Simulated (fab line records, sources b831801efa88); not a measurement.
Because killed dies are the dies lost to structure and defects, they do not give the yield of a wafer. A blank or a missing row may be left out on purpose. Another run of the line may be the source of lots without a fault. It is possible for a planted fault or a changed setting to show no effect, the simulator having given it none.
fab line records	flow sfq-line
record lots=5	wafers=23
route steps=325 shown M1@69 I1@74 M2@93 I2@107 M3@123 I3@141
start-h: hours from the record's first day to the start of the lot's first wafer shown	wait-h: time in hours since the lot's previous step	" unchanged from the row above	L1.1+2: a single row standing in for several wafers	- no value, or no start was given	* or withheld: withheld	< > ~ a bound
route shown NAME@n: names a module that has steps shown in the file, with the first one's number in the route	usual: average and standard deviation across the fault-free wafers	same: alike in all rows	chamber/n: place in a boat	sites: each site's reading	_std_site: the standard deviation of these	_edge_site: mean of outer sites minus mean of inner sites	radius-mm: how far each site lies from the wafer's centre	mask NAME#n: copy n	behind: the tool/chamber that last shaped the wafer	hold: why the lot went on hold/how many hours it stayed there/how the hold came to an end	device: whichever transistor did not switch (one of n, p or np)	end of line: the tests these same wafers got at the end of their route	for a step that has no rows: nothing shown but its recipe	killed: the dies lost at the first sort to structure and to defects; this is not the yield of the wafer	map: the dies of a wafer, with x for killed, . for not killed, _ for no die there
set.NAME: the setting as run; set.NAME@STEP: as run at that earlier step	model.NAME: the simulator's own value behind a step, which no gauge read
lots with deliberately changed settings; one table per step, one row per wafer
## steps
# step SFQ_TRILAYER_M1_BARC_OPEN_METAL_ETCH_054
# recipe mask-material=PR	chemistry=O2	target-depth-nm=125	target=BARC	icp-w=600	bias-w=80	pressure-mtorr=10	time-s=41.7
# usual oes-product-au=0.685/0.0044
lot.wafer	tool	chamber	start-h	wait-h	set.time-s	oes-product-au	model.KrF_of_TRILAYER_M1_LITHO_COAT_039.thk-nm
L075.1	rie-metal-02	1	322.75	0.0	39.12	0.709	524
L075.3	"	0	"	"	39.12	0.702	523.8
L075.4	"	1	"	"	41.7	0.683	521.9
L075.5	"	0	"	"	41.7	0.682	521.8
L075.6	"	1	"	"	39.12	0.703	526
L077.1	rie-metal-01	0	332.35	0.0	41.7	0.682	524.6
L077.4	"	0	"	"	41.7	0.687	522.8
L077.6	"	0	"	"	41.7	0.685	524.4
L080.1	rie-metal-02	0	372.78	0.0	45.01	0.673	-
L080.2	"	1	"	"	45.01	0.679	-
L080.4	"	0	"	"	41.7	0.677	525.5
L080.5	"	1	"	"	41.7	0.678	525.6
L080.6	"	0	"	"	45.01	0.671	518.6
L081.2	rie-metal-02	0	376.38	0.0	36.01	0.732	529.1
L081.3	"	1	"	"	41.7	0.681	523.1
L081.4	"	0	"	"	41.7	0.692	521.1
L081.5	"	0	"	"	36.01	0.734	530.1
L081.6	"	1	"	"	41.7	0.681	521.6
L083.1	rie-metal-01	0	385.78	0.0	41.7	0.685	521.9
L083.2	"	1	"	"	36.22	0.737	525.3
L083.3	"	0	"	"	41.7	0.689	522.3
L083.4	"	1	"	"	41.7	0.687	519.1
L083.6	"	0	"	"	36.22	0.736	527.8
# step SFQ_TRILAYER_M1_ETCH_METAL_ETCH_042
# recipe target=Nb	stop-on=SiO2	mask-material=PR	chemistry=Cl2/Ar	target-depth-nm=240	icp-w=600	bias-w=80	pressure-mtorr=10	time-s=125.7
# usual oes-product-au=0.890/0.0058
lot.wafer	tool	chamber	start-h	wait-h	set.power-w@TRILAYER_M1_DEP_SPUTTER_037	oes-product-au	model.etch.depth-nm	model.M1.feature-depth-nm
L075.1	rie-metal-02	1	322.81	0.0	2000	0.882	-	200.4
L075.3	"	0	"	"	2000	0.884	198.7	199.8
L075.4	"	1	"	"	2000	0.884	-	201.7
L075.5	"	0	"	"	2000	0.888	-	199.9
L075.6	"	1	"	"	2000	0.888	-	200.8
L077.1	rie-metal-01	0	332.41	0.0	2000	0.887	201	202.2
L077.4	"	0	"	"	2000	0.878	200.1	201.2
L077.6	"	0	"	"	2000	0.887	201.4	202.5
L080.1	rie-metal-02	0	372.84	0.0	1870	0.860	-	-
L080.2	"	1	"	"	1870	0.855	-	-
L080.4	"	0	"	"	2000	0.888	198.3	199.5
L080.5	"	1	"	"	2000	0.879	-	201.1
L080.6	"	0	"	"	2000	0.881	-	200.5
L081.2	rie-metal-02	0	376.44	0.0	1925	0.878	194.4	195.5
L081.3	"	1	"	"	1925	0.871	192.6	193.7
L081.4	"	0	"	"	2000	0.895	201.9	203
L081.5	"	0	"	"	2000	0.890	200.5	201.7
L081.6	"	1	"	"	2000	0.884	200.6	201.8
L083.1	rie-metal-01	0	385.84	0.0	2000	0.890	201.4	202.6
L083.2	"	1	"	"	2000	0.898	-	200.9
L083.3	"	0	"	"	2000	0.888	-	200.8
L083.4	"	1	"	"	2090	0.921	212.6	213.7
L083.6	"	0	"	"	2090	0.909	-	210.7
# step SFQ_TRILAYER_I1_CMP_CMP_046
# recipe material=SiO2	down-force-psi=3	platen-rpm=60	pad-velocity-m-s=0.94248
lot.wafer	tool	chamber	start-h	wait-h	set.leave-above-ref-nm	model.SiO2_of_TRILAYER_I1_DEP_PECVD_045.thk-nm
L075.1+3	cmp-01	3,0	329.79	6.0	200	202.5
L075.4	"	2	331.29	7.5	200	201.2
L075.5	"	3	"	"	200	202.8
L075.6	"	0	"	"	200	201.5
L077.1	cmp-01	1	336.29	2.9	200	200.7
L077.4	"	3	337.29	3.9	200	202
L077.6	"	0	"	"	200	201.9
L080.2	cmp-02	1	375.59	1.8	200	199.3
L080.4+6	"	3,2	376.59	2.8	200	201.7
L080.1	"	0	"	"	200	201.2
L080.5	"	1	"	"	200	200.7
L081.4	cmp-02	2	379.09	1.7	205.7	207.3
L081.2	"	3	"	"	205.7	205.3
L081.3	"	0	"	"	200	200.2
L081.6	"	1	"	"	205.7	206.5
L081.5	"	2	"	"	200	201.5
L083.4	cmp-01	3	386.82	0.0	205.2	206.4
L083.3	"	0	"	"	200	201.5
L083.2	"	1	"	"	200	199.2
L083.1	"	2	"	"	205.2	206
L083.6	"	3	"	"	205.2	206.8
# step SFQ_TRILAYER_I1_METRO_MEASURE_047
# usual thk-nm=201.0/1
lot.wafer	tool	chamber	start-h	wait-h	set.leave-above-ref-nm@TRILAYER_I1_CMP_CMP_046	thk-nm
L075.1	film-metro-02	-	332.91	0.1	200	202.7
L075.3	"	-	"	"	200	202.3
L075.4	"	-	"	"	200	201.2
L075.5	"	-	"	"	200	202.9
L075.6	"	-	"	"	200	201.5
L077.1	film-metro-04	-	338.91	0.1	200	200.7
L077.4	"	-	"	"	200	202.0
L077.6	"	-	"	"	200	201.8
L080.1	film-metro-04	-	378.71	0.1	200	201.0
L080.2	"	-	"	"	200	199.3
L080.4	"	-	"	"	200	201.6
L080.5	"	-	"	"	200	200.8
L080.6	"	-	"	"	200	201.6
L081.2	film-metro-03	-	381.91	0.3	205.7	205.2
L081.3	"	-	"	"	200	200.3
L081.4	"	-	"	"	205.7	207.4
L081.5	"	-	"	"	200	201.2
L081.6	"	-	"	"	205.7	206.5
L083.1	film-metro-02	-	389.94	0.1	205.2	206.1
L083.2	"	-	"	"	200	199.2
L083.3	"	-	"	"	200	201.8
L083.4	"	-	"	"	205.2	206.5
L083.6	"	-	"	"	205.2	206.9
# step SFQ_TRILAYER_I1_VIA_LITHO_COAT_054
# recipe resist=BARC	spin-rpm=3000	resist-thk-nm=62
lot.wafer	tool	chamber	start-h	wait-h	set.resist-thk-nm	model.BARC_of_TRILAYER_I1_VIA_LITHO_COAT_054.thk-nm
L075.1	litho-track-03	0	334.11	1.0	62	61.86
L075.3	"	0	"	"	59.55	59.44
L075.4	"	0	"	"	59.55	59.49
L075.5	"	0	"	"	59.55	59.39
L075.6	"	0	"	"	62	62
L077.1	litho-track-02	0	340.12	1.0	62	61.84
L077.4	"	0	"	"	62	61.76
L077.6	"	0	"	"	62	61.95
L080.1	litho-track-03	0	379.91	1.0	62	61.92
L080.2	"	0	"	"	62	61.78
L080.4	"	0	"	"	62	61.87
L080.5	"	0	"	"	62	61.89
L080.6	"	0	"	"	62	62
L081.2	litho-track-02	0	382.96	0.8	64	64
L081.3	"	0	"	"	62	61.84
L081.4	"	0	"	"	62	61.95
L081.5	"	0	"	"	62	62.05
L081.6	"	0	"	"	64	64.1
L083.1	litho-track-03	0	391.14	1.0	60.53	60.3
L083.2	"	0	"	"	60.53	60.37
L083.3	"	0	"	"	62	61.91
L083.4	"	0	"	"	62	61.94
L083.6	"	0	"	"	62	61.87
# step SFQ_TRILAYER_I1_VIA_LITHO_COAT_049
# recipe resist=KrF	spin-rpm=3000	resist-thk-nm=650
# step SFQ_TRILAYER_I1_VIA_LITHO_SOFTBAKE_053
# recipe temp-c=withheld	time-s=withheld	resist=KrF
# step SFQ_TRILAYER_I1_VIA_LITHO_DEVELOP_051
# recipe time-s=60	resist=KrF
# step SFQ_TRILAYER_I1_VIA_BARC_OPEN_VIA_ETCH_071
# recipe mask-material=PR	chemistry=O2	target-depth-nm=125	target=BARC	source-w=500	bias-w=80	pressure-mtorr=30	time-s=41.7
lot.wafer	tool	chamber	start-h	wait-h	set.resist-thk-nm@TRILAYER_I1_VIA_LITHO_COAT_054	model.etch.depth-nm
L075.1+6	rie-diel-01	0	416.98	0.0	62	-
L075.3	"	1	"	"	59.55	59.44
L075.4+5	"	2,1	"	"	59.55	-
L077.1	rie-diel-01	3	426.58	0.0	62	61.84
L077.4	"	0	"	"	62	61.76
L077.6	"	1	"	"	62	61.95
L080.1+2+5+6	rie-diel-02	1,0,1,0	470.59	0.0	62	-
L080.4	"	2	"	"	62	61.87
L081.2	rie-diel-02	3	475.39	0.0	64	64
L081.3	"	0	"	"	62	61.84
L081.4	"	1	"	"	62	61.95
L081.5	"	3	"	"	62	62.05
L081.6	"	0	"	"	64	64.1
L083.1	rie-diel-01	0	489.79	0.0	60.53	60.3
L083.2	"	3	"	"	60.53	-
L083.3+6	"	1	"	"	62	-
L083.4	"	2	"	"	62	61.94
# step SFQ_TRILAYER_I1_VIA_ETCH_VIA_ETCH_052
# recipe target=SiO2	stop-on=Nb	mask-material=PR	taper-deg=20	chemistry=CHF3	target-depth-nm=260	source-w=500	bias-w=80	pressure-mtorr=30	time-s=withheld
lot.wafer	tool	chamber	start-h	wait-h	set.leave-above-ref-nm@TRILAYER_I1_CMP_CMP_046	model.I1.feature-depth-nm
L075.1+3	rie-diel-01	0,1	417.02	0.0	200	202.5
L075.4	"	2	"	"	200	201.2
L075.5	"	1	"	"	200	202.8
L075.6	"	0	"	"	200	201.5
L077.1	rie-diel-01	3	426.62	0.0	200	200.7
L077.4	"	0	"	"	200	202
L077.6	"	1	"	"	200	201.9
L080.1	rie-diel-02	1	470.63	0.0	200	201.2
L080.2	"	0	"	"	200	199.3
L080.4+6	"	2,0	"	"	200	201.7
L080.5	"	1	"	"	200	200.7
L081.2	rie-diel-02	3	475.43	0.0	205.7	205.3
L081.3	"	0	"	"	200	200.2
L081.4	"	1	"	"	205.7	207.3
L081.5	"	3	"	"	200	201.5
L081.6	"	0	"	"	205.7	206.5
L083.1	rie-diel-01	0	489.83	0.0	205.2	206
L083.2	"	3	"	"	200	199.2
L083.3	"	1	"	"	200	201.5
L083.4	"	2	"	"	205.2	206.4
L083.6	"	1	"	"	205.2	206.8
# step SFQ_TRILAYER_M2_LITHO_COAT_057
# recipe resist=KrF	spin-rpm=3000	resist-thk-nm=600
lot.wafer	tool	chamber	start-h	wait-h	set.spin-rpm	model.KrF_of_TRILAYER_M2_LITHO_COAT_057.thk-nm
L075.1+4	litho-track-02	0	418.51	0.2	3000	600.1
L075.3	"	0	"	"	3076	594.2
L075.5	"	0	"	"	3000	602.2
L075.6	"	0	"	"	3076	592.4
L077.1	litho-track-02	0	428.12	0.2	3000	601.3
L077.4	"	0	"	"	3000	600.7
L077.6	"	0	"	"	3000	601.1
L080.1	litho-track-02	0	472.29	0.2	3000	599.1
L080.2	"	0	"	"	3210	577
L080.4	"	0	"	"	3210	578.9
L080.5	"	0	"	"	3000	597.1
L080.6	"	0	"	"	3210	581.1
L081.2	litho-track-02	0	476.96	0.2	2835	620.4
L081.3	"	0	"	"	3000	601.2
L081.4	"	0	"	"	2835	619.2
L081.5	"	0	"	"	3000	602
L081.6	"	0	"	"	3000	601.4
L083.1	litho-track-04	0	491.31	0.2	3176	585.3
L083.2	"	0	"	"	3176	584.4
L083.3	"	0	"	"	3000	601.1
L083.4	"	0	"	"	3176	585.5
L083.6	"	0	"	"	3000	602.4
# step SFQ_TRILAYER_M2_LITHO_EXPOSE_058
# recipe mask-id=M2	na=0.6	source-shape=conventional	sigma-outer=0.65	target-cd-nm=500	dose-mj=14.4
lot.wafer	tool	chamber	start-h	wait-h	mask	set.dose-mj
L075.1+5	krf-scanner-01	0	492.29	-	M2#0	14.4
L075.3+4+6	"	0	"	"	M2#0	15.21
L077.1+4+6	krf-scanner-01	0	506.49	-	M2#0	14.4
L080.1+6	krf-scanner-01	0	540.09	-	M2#0	14.4
L080.2+4+5	"	0	"	"	M2#0	14.82
L081.2+5+6	krf-scanner-01	0	546.29	-	M2#0	15.13
L081.3+4	"	0	"	"	M2#0	14.4
L083.1+4	krf-scanner-01	0	559.26	-	M2#0	13.54
L083.2+3+6	"	0	"	"	M2#0	14.4
# step SFQ_TRILAYER_M2_LITHO_PEB_060
# recipe peb-temp-c=115	peb-time-s=60	resist=KrF
# step SFQ_TRILAYER_M2_LITHO_DEVELOP_059
# recipe time-s=60	resist=KrF
# step SFQ_TRILAYER_M2_BARC_OPEN_METAL_ETCH_077
# recipe mask-material=PR	chemistry=O2	target-depth-nm=125	target=BARC	icp-w=600	bias-w=77.42	pressure-mtorr=10	time-s=41.7
lot.wafer	tool	chamber	start-h	wait-h	set.dose-mj@TRILAYER_M2_LITHO_EXPOSE_058	model.M2.cd-nm
L075.1	rie-metal-03	1	493.83	0.0	14.4	501.5
L075.3	"	0	"	"	15.21	490.4
L075.4	"	1	"	"	15.21	490.7
L075.5	"	0	"	"	14.4	498.2
L075.6	"	1	"	"	15.21	491.3
L077.1	rie-metal-02	1	508.03	0.0	14.4	498.4
L077.4	"	1	"	"	14.4	499.8
L077.6	"	0	"	"	14.4	500.5
L080.1	rie-metal-02	0	541.63	0.0	14.4	500.1
L080.2	"	1	"	"	14.82	493.5
L080.4	"	1	"	"	14.82	494.1
L080.5	"	1	"	"	14.82	494.3
L080.6	"	0	"	"	14.4	499.5
L081.2	rie-metal-03	0	547.65	0.0	15.13	491.9
L081.3	"	0	"	"	14.4	499.8
L081.4	"	0	"	"	14.4	500.4
L081.5	"	0	"	"	15.13	492
L081.6	"	0	"	"	15.13	492.7
L083.1	rie-metal-01	0	560.80	0.0	13.54	508.8
L083.2	"	1	"	"	14.4	500.4
L083.3	"	0	"	"	14.4	499.5
L083.4	"	1	"	"	13.54	509.1
L083.6	"	0	"	"	14.4	498.5
# step SFQ_TRILAYER_M2_ETCH_METAL_ETCH_060
# recipe target=Nb	stop-on=SiO2	mask-material=PR	chemistry=Cl2/Ar	target-depth-nm=240	icp-w=600	bias-w=80	pressure-mtorr=10	time-s=120
lot.wafer	tool	chamber	start-h	wait-h	set.icp-w	set.leave-above-ref-nm@TRILAYER_I1_CMP_CMP_046	set.spin-rpm@TRILAYER_M2_LITHO_COAT_057	model.KrF_of_TRILAYER_M2_LITHO_COAT_057.thk-nm	model.SiO2_of_TRILAYER_I1_DEP_PECVD_045.thk-nm
L075.1	rie-metal-03	1	493.89	0.0	600	200	3000	379.7	195
L075.3	"	0	"	"	600	200	3076	373.8	195
L075.4	"	1	"	"	600	200	3000	380	193.7
L075.5	"	0	"	"	600	200	3000	382.7	195.3
L075.6	"	1	"	"	600	200	3076	373.6	194
L077.1	rie-metal-02	1	508.09	0.0	600	200	3000	386.5	193.2
L077.4	"	1	"	"	600	200	3000	386.4	194.5
L077.6	"	0	"	"	600	200	3000	384.4	194.4
L080.1	rie-metal-02	0	541.69	0.0	600	200	3000	379.9	193.7
L080.2	"	1	"	"	600	200	3210	358.9	191.8
L080.4	"	1	"	"	600	200	3210	360.7	194.2
L080.5	"	1	"	"	600	200	3000	378.4	193.2
L080.6	"	0	"	"	600	200	3210	362.1	194.2
L081.2	rie-metal-03	0	547.79	0.1	660.9	205.7	2835	389.6	195.7
L081.3	"	0	"	"	660.9	200	3000	370.5	190.7
L081.4	"	0	"	"	600	205.7	2835	400.8	199.8
L081.5	"	0	"	"	600	200	3000	384.8	194
L081.6	"	0	"	"	600	205.7	3000	381.7	199
L083.1	rie-metal-01	0	560.86	0.0	600	205.2	3176	367.8	198.5
L083.2	"	1	"	"	600	200	3176	368.3	191.7
L083.3	"	0	"	"	600	200	3000	383.4	194
L083.4	"	1	"	"	600	205.2	3176	368.6	198.9
L083.6	"	0	"	"	600	205.2	3000	385.5	199.3
# step SFQ_TRILAYER_I2_VIA_LITHO_COAT_072
# recipe resist=BARC	spin-rpm=3000	resist-thk-nm=62
lot.wafer	tool	chamber	start-h	wait-h	set.resist-thk-nm	model.BARC_of_TRILAYER_I2_VIA_LITHO_COAT_072.thk-nm
L075.1	litho-track-02	0	501.29	1.0	62	61.84
L075.3	"	0	"	"	62	61.86
L075.4	"	0	"	"	63.27	63.14
L075.5	"	0	"	"	63.27	63.23
L075.6	"	0	"	"	63.27	63.3
L077.1	litho-track-04	0	515.24	1.0	62	61.91
L077.4	"	0	"	"	62	61.84
L077.6	"	0	"	"	62	61.94
L080.1	litho-track-04	0	558.71	1.0	64.39	64.49
L080.2	"	0	"	"	62	62.03
L080.4	"	0	"	"	64.39	64.56
L080.5	"	0	"	"	64.39	64.31
L080.6	"	0	"	"	62	61.78
L081.2	litho-track-02	0	563.66	0.8	59.03	59.23
L081.3	"	0	"	"	62	62.2
L081.4	"	0	"	"	59.03	59.06
L081.5	"	0	"	"	59.03	59.11
L081.6	"	0	"	"	62	62.36
L083.1	litho-track-03	0	576.71	1.0	63.99	63.78
L083.2	"	0	"	"	62	61.71
L083.3	"	0	"	"	63.99	63.73
L083.4	"	0	"	"	62	61.58
L083.6	"	0	"	"	63.99	63.75
# step SFQ_TRILAYER_I2_VIA_LITHO_COAT_067
# recipe resist=KrF	spin-rpm=3000	resist-thk-nm=650
# step SFQ_TRILAYER_I2_VIA_LITHO_SOFTBAKE_071
# recipe temp-c=withheld	time-s=withheld	resist=KrF
# step SFQ_TRILAYER_I2_VIA_LITHO_DEVELOP_069
# recipe time-s=60	resist=KrF
# step SFQ_TRILAYER_I2_VIA_BARC_OPEN_VIA_ETCH_096
# recipe mask-material=PR	chemistry=O2	target-depth-nm=125	target=BARC	source-w=500	bias-w=80	pressure-mtorr=30	time-s=41.7
lot.wafer	tool	chamber	start-h	wait-h	set.resist-thk-nm@TRILAYER_I2_VIA_LITHO_COAT_072	model.etch.depth-nm
L075.1	rie-diel-02	1	570.40	0.0	62	-
L075.3	"	2	"	"	62	61.86
L075.4+5+6	"	0,2,3	"	"	63.27	-
L077.1	rie-diel-02	1	583.60	0.0	62	61.91
L077.4	"	0	"	"	62	61.84
L077.6	"	1	"	"	62	61.94
L080.1+5	rie-diel-02	0,1	622.10	0.0	64.39	-
L080.2+6	"	2	"	"	62	-
L080.4	"	0	"	"	64.39	64.56
L081.2	rie-diel-02	0	628.10	0.0	59.03	59.23
L081.3	"	1	"	"	62	62.2
L081.4	"	0	"	"	59.03	59.06
L081.5	"	2	"	"	59.03	59.11
L081.6	"	1	"	"	62	62.36
L083.1	rie-diel-03	3	642.50	0.0	63.99	63.78
L083.2	"	2	"	"	62	-
L083.3+6	"	1,2	"	"	63.99	-
L083.4	"	1	"	"	62	61.58
# step SFQ_TRILAYER_M3_LITHO_COAT_075
# recipe resist=KrF	spin-rpm=3000	resist-thk-nm=600
lot.wafer	tool	chamber	start-h	wait-h	set.resist-thk-nm	model.KrF_of_TRILAYER_M3_LITHO_COAT_075.thk-nm
L075.1	litho-track-04	0	571.93	0.2	609.4	609.7
L075.3	"	0	"	"	609.4	608.1
L075.4	"	0	"	"	600	598.9
L075.5	"	0	"	"	609.4	608.6
L075.6	"	0	"	"	600	601
L077.1	litho-track-01	0	585.13	0.2	600	598.9
L077.4	"	0	"	"	600	601.3
L077.6	"	0	"	"	600	597.8
L080.1	litho-track-04	0	623.64	0.2	600	598.5
L080.2	"	0	"	"	600	600.9
L080.4	"	0	"	"	600	599.5
L080.5+6	"	0	"	"	600	599.9
L081.2	litho-track-03	0	629.94	0.2	600	598.8
L081.3	"	0	"	"	617	617.9
L081.4	"	0	"	"	600	600.7
L081.5	"	0	"	"	617	617.2
L081.6	"	0	"	"	617	618.6
L083.1	litho-track-03	0	644.03	0.2	632.4	630.6
L083.2	"	0	"	"	600	600.9
L083.3	"	0	"	"	600	599.8
L083.4	"	0	"	"	600	601.8
L083.6	"	0	"	"	632.4	633.3
# step SFQ_TRILAYER_M3_BARC_OPEN_METAL_ETCH_100
# recipe mask-material=PR	chemistry=O2	target-depth-nm=125	target=BARC	icp-w=600	bias-w=80	pressure-mtorr=10	time-s=41.7
lot.wafer	tool	chamber	start-h	wait-h	set.pressure-mtorr
L075.1+3+4+5+6	rie-metal-01	0,0,1,1,0	638.99	0.0	10
L077.1+4+6	rie-metal-04	1,0,1	646.10	0.0	10
L080.1+2+4+5+6	rie-metal-04	1,0,0,0,1	687.38	0.0	8.78
L081.2+3+4+5+6	rie-metal-04	0,1,0,0,1	692.18	0.0	9.076
L083.1+2+3+4+6	rie-metal-02	0,1,1,0,0	700.58	0.0	11.46
# step SFQ_TRILAYER_M3_ETCH_METAL_ETCH_078
# recipe target=Nb	stop-on=SiO2	mask-material=PR	chemistry=Cl2/Ar	target-depth-nm=240	icp-w=600	bias-w=80	pressure-mtorr=10	time-s=120
lot.wafer	tool	chamber	start-h	wait-h	set.resist-thk-nm@TRILAYER_M3_LITHO_COAT_075	model.KrF_of_TRILAYER_M3_LITHO_COAT_075.thk-nm
L075.1	rie-metal-01	0	639.05	0.0	609.4	394.5
L075.3	"	0	"	"	609.4	392.5
L075.4	"	1	"	"	600	381.2
L075.5	"	1	"	"	609.4	391.8
L075.6	"	0	"	"	600	384.5
L077.1	rie-metal-04	1	646.16	0.0	600	376.9
L077.4	"	0	"	"	600	385.5
L077.6	"	1	"	"	600	376.1
L080.1	rie-metal-04	1	687.44	0.0	600	379
L080.2	"	0	"	"	600	384.6
L080.4	"	0	"	"	600	383.2
L080.5	"	0	"	"	600	384
L080.6	"	1	"	"	600	382.1
L081.2	rie-metal-04	0	692.24	0.0	600	381.9
L081.3	"	1	"	"	617	398.1
L081.4	"	0	"	"	600	383.4
L081.5	"	0	"	"	617	399.4
L081.6	"	1	"	"	617	397.9
L083.1	rie-metal-02	0	700.64	0.0	632.4	412.2
L083.2	"	1	"	"	600	379.5
L083.3	"	1	"	"	600	378.1
L083.4	"	0	"	"	600	383.8
L083.6	"	0	"	"	632.4	413.9
# step SFQ_TRILAYER_I3_VIA_LITHO_PEB_088
# recipe peb-temp-c=115	peb-time-s=60	resist=KrF
lot.wafer	tool	chamber	start-h	wait-h	set.peb-temp-c
L075.1+3+4	litho-track-01	0	776.51	1.0	115
L075.5+6	"	0	"	"	111.4
L077.1+4+6	litho-track-03	0	784.89	1.0	115
L080.1+5	litho-track-02	0	832.81	1.0	115
L080.2+4+6	"	0	"	"	117.5
L081.2+3+5	litho-track-02	0	838.84	0.8	115
L081.4+6	"	0	"	"	116.7
L083.1+2+3+4+6	litho-track-02	0	848.41	1.0	115
## key
split step=SFQ_TRILAYER_M1_BARC_OPEN_METAL_ETCH_054	setting=time-s	stated=41.7	by=wafer
response step=SFQ_TRILAYER_M1_BARC_OPEN_METAL_ETCH_054	reading=oes-product-au	change=-0.0032	per=1%	r=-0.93
response step=SFQ_TRILAYER_M1_BARC_OPEN_METAL_ETCH_054	reading=model.KrF_of_TRILAYER_M1_LITHO_COAT_039.thk-nm	change=-0.52	per=1%	r=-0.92
split step=SFQ_TRILAYER_I1_CMP_CMP_046	setting=leave-above-ref-nm	stated=200	by=wafer
response step=SFQ_TRILAYER_I1_CMP_CMP_046	reading=model.SiO2_of_TRILAYER_I1_DEP_PECVD_045.thk-nm	change=+2.11	per=1%	r=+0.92
response step=SFQ_TRILAYER_I1_METRO_MEASURE_047	reading=thk-nm	change=+2.12	per=1%	r=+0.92
response step=SFQ_TRILAYER_I1_VIA_ETCH_VIA_ETCH_052	reading=model.I1.feature-depth-nm	change=+2.11	per=1%	r=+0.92
response step=SFQ_TRILAYER_M2_ETCH_METAL_ETCH_060	reading=model.SiO2_of_TRILAYER_I1_DEP_PECVD_045.thk-nm	change=+2.18	per=1%	r=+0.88
split step=SFQ_TRILAYER_I1_VIA_LITHO_COAT_054	setting=resist-thk-nm	stated=62	by=wafer
response step=SFQ_TRILAYER_I1_VIA_LITHO_COAT_054	reading=model.BARC_of_TRILAYER_I1_VIA_LITHO_COAT_054.thk-nm	change=+0.642	per=1%	r=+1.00
response step=SFQ_TRILAYER_I1_VIA_BARC_OPEN_VIA_ETCH_071	reading=model.etch.depth-nm	change=+0.659	per=1%	r=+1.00
split step=SFQ_TRILAYER_M2_LITHO_COAT_057	setting=spin-rpm	stated=3000	by=wafer
response step=SFQ_TRILAYER_M2_LITHO_COAT_057	reading=model.KrF_of_TRILAYER_M2_LITHO_COAT_057.thk-nm	change=-2.92	per=1%	r=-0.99
response step=SFQ_TRILAYER_M2_ETCH_METAL_ETCH_060	reading=model.KrF_of_TRILAYER_M2_LITHO_COAT_057.thk-nm	change=-2.77	per=1%	r=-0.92
split step=SFQ_TRILAYER_M2_LITHO_EXPOSE_058	setting=dose-mj	stated=14.4	by=wafer
response step=SFQ_TRILAYER_M2_BARC_OPEN_METAL_ETCH_077	reading=model.M2.cd-nm	change=-1.62	per=1%	r=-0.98
split step=SFQ_TRILAYER_M2_ETCH_METAL_ETCH_060	setting=icp-w	stated=600	by=wafer
response step=SFQ_TRILAYER_M2_ETCH_METAL_ETCH_060	reading=model.KrF_of_TRILAYER_M2_LITHO_COAT_057.thk-nm	slope=-1.14	per=1%	together-with=spin-rpm@TRILAYER_M2_LITHO_COAT_057	explained=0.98
split step=SFQ_TRILAYER_I2_VIA_LITHO_COAT_072	setting=resist-thk-nm	stated=62	by=wafer
response step=SFQ_TRILAYER_I2_VIA_LITHO_COAT_072	reading=model.BARC_of_TRILAYER_I2_VIA_LITHO_COAT_072.thk-nm	change=+0.659	per=1%	r=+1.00
response step=SFQ_TRILAYER_I2_VIA_BARC_OPEN_VIA_ETCH_096	reading=model.etch.depth-nm	change=+0.662	per=1%	r=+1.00
split step=SFQ_TRILAYER_M3_LITHO_COAT_075	setting=resist-thk-nm	stated=600	by=wafer
response step=SFQ_TRILAYER_M3_LITHO_COAT_075	reading=model.KrF_of_TRILAYER_M3_LITHO_COAT_075.thk-nm	change=+5.89	per=1%	r=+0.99
response step=SFQ_TRILAYER_M3_ETCH_METAL_ETCH_078	reading=model.KrF_of_TRILAYER_M3_LITHO_COAT_075.thk-nm	change=+5.96	per=1%	r=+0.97
split step=SFQ_TRILAYER_M3_BARC_OPEN_METAL_ETCH_100	setting=pressure-mtorr	stated=10	by=lot
response none clear
split step=SFQ_TRILAYER_I3_VIA_LITHO_PEB_088	setting=peb-temp-c	stated=115	by=wafer
response none in this file
split outside-this-file step=SFQ_TRILAYER_M1_DEP_SPUTTER_037 setting=power-w
# split outside-this-file: this setting was split too, and the file shows its column; the key of that split is in another file
